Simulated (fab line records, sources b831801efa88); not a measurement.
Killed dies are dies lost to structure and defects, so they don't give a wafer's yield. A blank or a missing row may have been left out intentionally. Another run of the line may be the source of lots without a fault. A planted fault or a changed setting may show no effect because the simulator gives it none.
Which tool was responsible? || flow gf180mcu || 12 lots with 36 wafers sampled at 5 steps, on a route of 602 steps

== WHAT THE GAUGES READ, wafer by wafer ==
GF_V5_THK_MEAS_03.
{"lot": "L606", "measured": "day 27 10:33", "on": "film-metro-02", "V5_CVD_02_THK (nm)": "1438 1441 1440"}
{"lot": "L607", "measured": "day 27 17:01", "on": "film-metro-04", "V5_CVD_02_THK (nm)": "1435 1450 1456"}
{"lot": "L609", "measured": "day 28 05:21", "on": "film-metro-01", "V5_CVD_02_THK (nm)": "1470 1508 1472"}
{"lot": "L610", "measured": "day 28 13:07", "on": "film-metro-01", "V5_CVD_02_THK (nm)": "1421 1442 1478"}
{"lot": "L616", "measured": "day 30 10:02", "on": "film-metro-04", "V5_CVD_02_THK (nm)": "1450 1444 1478"}
{"lot": "L618", "measured": "day 30 21:13", "on": "film-metro-02", "V5_CVD_02_THK (nm)": "1441 1444 1463"}
{"lot": "L619", "measured": "day 31 03:13", "on": "film-metro-02", "V5_CVD_02_THK (nm)": "1462 1493 1462"}
{"lot": "L620", "measured": "day 31 14:20", "on": "film-metro-02", "V5_CVD_02_THK (nm)": "1466 1480 1508"}
{"lot": "L621", "measured": "day 31 15:53", "on": "film-metro-04", "V5_CVD_02_THK (nm)": "1429 1448 1469"}
{"lot": "L622", "measured": "day 32 00:11", "on": "film-metro-01", "V5_CVD_02_THK (nm)": "1448 1460 1479"}
{"lot": "L625", "measured": "day 32 12:52", "on": "film-metro-02", "V5_CVD_02_THK (nm)": "1440 1439 1457"}
{"lot": "L626", "measured": "day 33 01:50", "on": "film-metro-02", "V5_CVD_02_THK (nm)": "1435 1440 1440"}

GF_PASSIVATION_BOW_MEAS_14.
{"lot": "L606", "measured": "day 30 01:40", "on": "film-metro-03", "PASSIVATION_BOW (um)": "149 154 150"}
{"lot": "L607", "measured": "day 30 09:32", "on": "film-metro-01", "PASSIVATION_BOW (um)": "141 137 139"}
{"lot": "L609", "measured": "day 30 19:13", "on": "film-metro-01", "PASSIVATION_BOW (um)": "138 132 142"}
{"lot": "L610", "measured": "day 31 01:47", "on": "film-metro-02", "PASSIVATION_BOW (um)": "139 150 144"}
{"lot": "L616", "measured": "day 32 18:28", "on": "film-metro-01", "PASSIVATION_BOW (um)": "123 134 128"}
{"lot": "L618", "measured": "day 33 04:56", "on": "film-metro-02", "PASSIVATION_BOW (um)": "146 149 161"}
{"lot": "L619", "measured": "day 33 09:43", "on": "film-metro-03", "PASSIVATION_BOW (um)": "125 130 123"}
{"lot": "L620", "measured": "day 33 20:23", "on": "film-metro-02", "PASSIVATION_BOW (um)": "210 207 219"}
{"lot": "L621", "measured": "day 33 22:14", "on": "film-metro-03", "PASSIVATION_BOW (um)": "206 215 221"}
{"lot": "L622", "measured": "day 34 04:34", "on": "film-metro-01", "PASSIVATION_BOW (um)": "212 210 215"}
{"lot": "L625", "measured": "day 34 16:56", "on": "film-metro-02", "PASSIVATION_BOW (um)": "141 133 134"}
{"lot": "L626", "measured": "day 35 03:28", "on": "film-metro-03", "PASSIVATION_BOW (um)": "140 145 151"}

== EACH LOT AND THE TOOL THAT RAN IT (in order: tool; ch and the chambers of the sampled wafers; start) ==
{"lot": "L606", "GF_MIM_CVD_05": "pecvd-04 ch 1,2, day 25 14:45", "GF_MIM_SPUTTER_07": "pvd-sputter-03, day 25 14:50", "GF_PASSIVATION_ANNEAL_13": "furnace-02 ch 0, day 30 00:10"}
{"lot": "L607", "GF_MIM_CVD_05": "pecvd-02 ch 0,2, day 25 22:02", "GF_MIM_SPUTTER_07": "pvd-sputter-03, day 25 22:08", "GF_PASSIVATION_ANNEAL_13": "furnace-01 ch 0, day 30 08:01"}
{"lot": "L609", "GF_MIM_CVD_05": "pecvd-04 ch 0,1,2, day 26 11:13", "GF_MIM_SPUTTER_07": "pvd-sputter-03, day 26 11:18", "GF_PASSIVATION_ANNEAL_13": "furnace-02 ch 0, day 30 17:41"}
{"lot": "L610", "GF_MIM_CVD_05": "pecvd-04 ch 0,1,2, day 26 20:02", "GF_MIM_SPUTTER_07": "pvd-sputter-03, day 26 20:08", "GF_PASSIVATION_ANNEAL_13": "furnace-01 ch 0, day 31 00:17"}
{"lot": "L616", "GF_MIM_CVD_05": "pecvd-01 ch 0,2, day 28 17:59", "GF_MIM_SPUTTER_07": "pvd-sputter-03, day 28 18:05", "GF_PASSIVATION_ANNEAL_13": "furnace-01 ch 0, day 32 16:58"}
{"lot": "L618", "GF_MIM_CVD_05": "pecvd-04 ch 0,2, day 29 06:13", "GF_MIM_SPUTTER_07": "pvd-sputter-04, day 29 06:20", "GF_PASSIVATION_ANNEAL_13": "furnace-01 ch 0, day 33 03:26"}
{"lot": "L619", "GF_MIM_CVD_05": "pecvd-01 ch 0,1,2, day 29 12:34", "GF_MIM_SPUTTER_07": "pvd-sputter-04, day 29 12:39", "GF_PASSIVATION_ANNEAL_13": "furnace-02 ch 0, day 33 08:10"}
{"lot": "L620", "GF_MIM_CVD_05": "pecvd-04 ch 0,1,2, day 30 01:18", "GF_MIM_SPUTTER_07": "pvd-sputter-04, day 30 01:23", "GF_PASSIVATION_ANNEAL_13": "furnace-01, day 33 18:53"}
{"lot": "L621", "GF_MIM_CVD_05": "pecvd-04 ch 0,1, day 30 03:37", "GF_MIM_SPUTTER_07": "pvd-sputter-04, day 30 03:42", "GF_PASSIVATION_ANNEAL_13": "furnace-02, day 33 20:43"}
{"lot": "L622", "GF_MIM_CVD_05": "pecvd-04 ch 1,2, day 30 12:00", "GF_MIM_SPUTTER_07": "pvd-sputter-04, day 30 12:05", "GF_PASSIVATION_ANNEAL_13": "furnace-01, day 34 03:04"}
{"lot": "L625", "GF_MIM_CVD_05": "pecvd-04 ch 0,1, day 31 01:14", "GF_MIM_SPUTTER_07": "pvd-sputter-04, day 31 01:20", "GF_PASSIVATION_ANNEAL_13": "furnace-02 ch 0, day 34 15:25"}
{"lot": "L626", "GF_MIM_CVD_05": "pecvd-04 ch 0,1,2, day 31 14:47", "GF_MIM_SPUTTER_07": "pvd-sputter-02, day 31 14:52", "GF_PASSIVATION_ANNEAL_13": "furnace-01 ch 0, day 35 01:58"}
- GF_MIM_CVD_05: deposits Si3N4, target thk 42 nm, time 29.086 s.
- GF_MIM_SPUTTER_07: material TiN, target thk 60 nm, time 50 s.
- GF_PASSIVATION_ANNEAL_13: time 1800 s.

== AS READ BY THE TOOLS THEMSELVES (means over the sampled wafers that have a number; for cases with no such wafer, the mark the record gives instead) ==
GF_MIM_CVD_05.
{"lot": "L606", "tool": "pecvd-04", "heater-power-w (W)": 598}
{"lot": "L607", "tool": "pecvd-02", "heater-power-w (W)": 768}
{"lot": "L609", "tool": "pecvd-04", "heater-power-w (W)": 665}
{"lot": "L610", "tool": "pecvd-04", "heater-power-w (W)": 655}
{"lot": "L616", "tool": "pecvd-01", "heater-power-w (W)": 645}
{"lot": "L618", "tool": "pecvd-04", "heater-power-w (W)": 638}
{"lot": "L619", "tool": "pecvd-01", "heater-power-w (W)": 601}
{"lot": "L620", "tool": "pecvd-04", "heater-power-w (W)": 638}
{"lot": "L621", "tool": "pecvd-04", "heater-power-w (W)": 555}
{"lot": "L622", "tool": "pecvd-04", "heater-power-w (W)": 625}
{"lot": "L625", "tool": "pecvd-04", "heater-power-w (W)": 560}
{"lot": "L626", "tool": "pecvd-04", "heater-power-w (W)": 618}

GF_MIM_SPUTTER_07.
{"lot": "L606", "tool": "pvd-sputter-03", "throttle-valve-pct (%)": 30.1}
{"lot": "L607", "tool": "pvd-sputter-03", "throttle-valve-pct (%)": 30.8}
{"lot": "L609", "tool": "pvd-sputter-03", "throttle-valve-pct (%)": 30.8}
{"lot": "L610", "tool": "pvd-sputter-03", "throttle-valve-pct (%)": 29.7}
{"lot": "L616", "tool": "pvd-sputter-03", "throttle-valve-pct (%)": 30.0}
{"lot": "L618", "tool": "pvd-sputter-04", "throttle-valve-pct (%)": 30.2}
{"lot": "L619", "tool": "pvd-sputter-04", "throttle-valve-pct (%)": 29.6}
{"lot": "L620", "tool": "pvd-sputter-04", "throttle-valve-pct (%)": 29.9}
{"lot": "L621", "tool": "pvd-sputter-04", "throttle-valve-pct (%)": 30.7}
{"lot": "L622", "tool": "pvd-sputter-04", "throttle-valve-pct (%)": 29.8}
{"lot": "L625", "tool": "pvd-sputter-04", "throttle-valve-pct (%)": 29.8}
{"lot": "L626", "tool": "pvd-sputter-02", "throttle-valve-pct (%)": 30.0}

GF_PASSIVATION_ANNEAL_13.
{"lot": "L606", "tool": "furnace-02", "ramp-down-c-per-min": 2.9998, "ramp-up-c-per-min": 9.9989, "spike-tc-centre-C (C)": 400.4, "zone-power-lower-pct (%)": 4.89, "zone-power-upper-pct (%)": 4.32}
{"lot": "L607", "tool": "furnace-01", "ramp-down-c-per-min": 2.9997, "ramp-up-c-per-min": 10.0000, "spike-tc-centre-C (C)": 402.3, "zone-power-lower-pct (%)": 4.28, "zone-power-upper-pct (%)": 4.36}
{"lot": "L609", "tool": "furnace-02", "ramp-down-c-per-min": 3.0001, "ramp-up-c-per-min": 10.0000, "spike-tc-centre-C (C)": 400.8, "zone-power-lower-pct (%)": 4.86, "zone-power-upper-pct (%)": 4.22}
{"lot": "L610", "tool": "furnace-01", "ramp-down-c-per-min": 3.0000, "ramp-up-c-per-min": 9.9990, "spike-tc-centre-C (C)": 403.5, "zone-power-lower-pct (%)": 4.30, "zone-power-upper-pct (%)": 4.37}
{"lot": "L616", "tool": "furnace-01", "ramp-down-c-per-min": 3.0003, "ramp-up-c-per-min": 9.9999, "spike-tc-centre-C (C)": 403.1, "zone-power-lower-pct (%)": 4.38, "zone-power-upper-pct (%)": 4.36}
{"lot": "L618", "tool": "furnace-01", "ramp-down-c-per-min": 3.0006, "ramp-up-c-per-min": 9.9994, "spike-tc-centre-C (C)": 403.1, "zone-power-lower-pct (%)": 4.35, "zone-power-upper-pct (%)": 4.34}
{"lot": "L619", "tool": "furnace-02", "ramp-down-c-per-min": 3.0002, "ramp-up-c-per-min": 10.0001, "spike-tc-centre-C (C)": 400.8, "zone-power-lower-pct (%)": 4.83, "zone-power-upper-pct (%)": 4.24}
{"lot": "L620", "tool": "furnace-01", "ramp-down-c-per-min": "-", "ramp-up-c-per-min": "-", "spike-tc-centre-C (C)": "-", "zone-power-lower-pct (%)": "-", "zone-power-upper-pct (%)": "-"}
{"lot": "L621", "tool": "furnace-02", "ramp-down-c-per-min": "-", "ramp-up-c-per-min": "-", "spike-tc-centre-C (C)": "-", "zone-power-lower-pct (%)": "-", "zone-power-upper-pct (%)": "-"}
{"lot": "L622", "tool": "furnace-01", "ramp-down-c-per-min": "-", "ramp-up-c-per-min": "-", "spike-tc-centre-C (C)": "-", "zone-power-lower-pct (%)": "-", "zone-power-upper-pct (%)": "-"}
{"lot": "L625", "tool": "furnace-02", "ramp-down-c-per-min": 3.0004, "ramp-up-c-per-min": 9.9986, "spike-tc-centre-C (C)": 400.8, "zone-power-lower-pct (%)": 4.83, "zone-power-upper-pct (%)": 4.24}
{"lot": "L626", "tool": "furnace-01", "ramp-down-c-per-min": 3.0004, "ramp-up-c-per-min": 10.0005, "spike-tc-centre-C (C)": 404.3, "zone-power-lower-pct (%)": 4.37, "zone-power-upper-pct (%)": 4.37}

== THE ANSWER, worked out from the rows above alone ==
Rule: usual is defined by the lots themselves. The widest of any qualifying gaps counts: lots, ordered by their means at a reading, are off when they make up no more than a third of the lots, leave a main group of 4 or more, and stand apart from it by 3 or more times the standard deviation of that group's means. A main group whose means are all the same, to the digits that the tables above print for the reading, isn't used. Also off: a lot with no number at a reading for which 4 or more lots have one. All remaining lots with rows at the step are treated as sound. Order of review: gauges by route order, followed by the tools' own readings, for which a lot's mean as printed above is used. The first step at which some lot is off is used, and at that step the reading that is off furthest; a lot without a number counts as furthest.
Off: L620, L621, L622, at GF_PASSIVATION_BOW_MEAS_14 (PASSIVATION_BOW). Mean 140 um and standard deviation 8.6 in the main group.
If a tool, at a process step before that reading, ran all the lots that are off and no sound lot after the first of them, it fits. Not tried: the gauges at GF_PASSIVATION_BOW_MEAS_14; whatever is off there is also off at GF_PASSIVATION_ANNEAL_13, on other tools, and gauge error can't account for it. Not one of the candidates tried fits.

== WHAT THE SIMULATOR PUT IN ==
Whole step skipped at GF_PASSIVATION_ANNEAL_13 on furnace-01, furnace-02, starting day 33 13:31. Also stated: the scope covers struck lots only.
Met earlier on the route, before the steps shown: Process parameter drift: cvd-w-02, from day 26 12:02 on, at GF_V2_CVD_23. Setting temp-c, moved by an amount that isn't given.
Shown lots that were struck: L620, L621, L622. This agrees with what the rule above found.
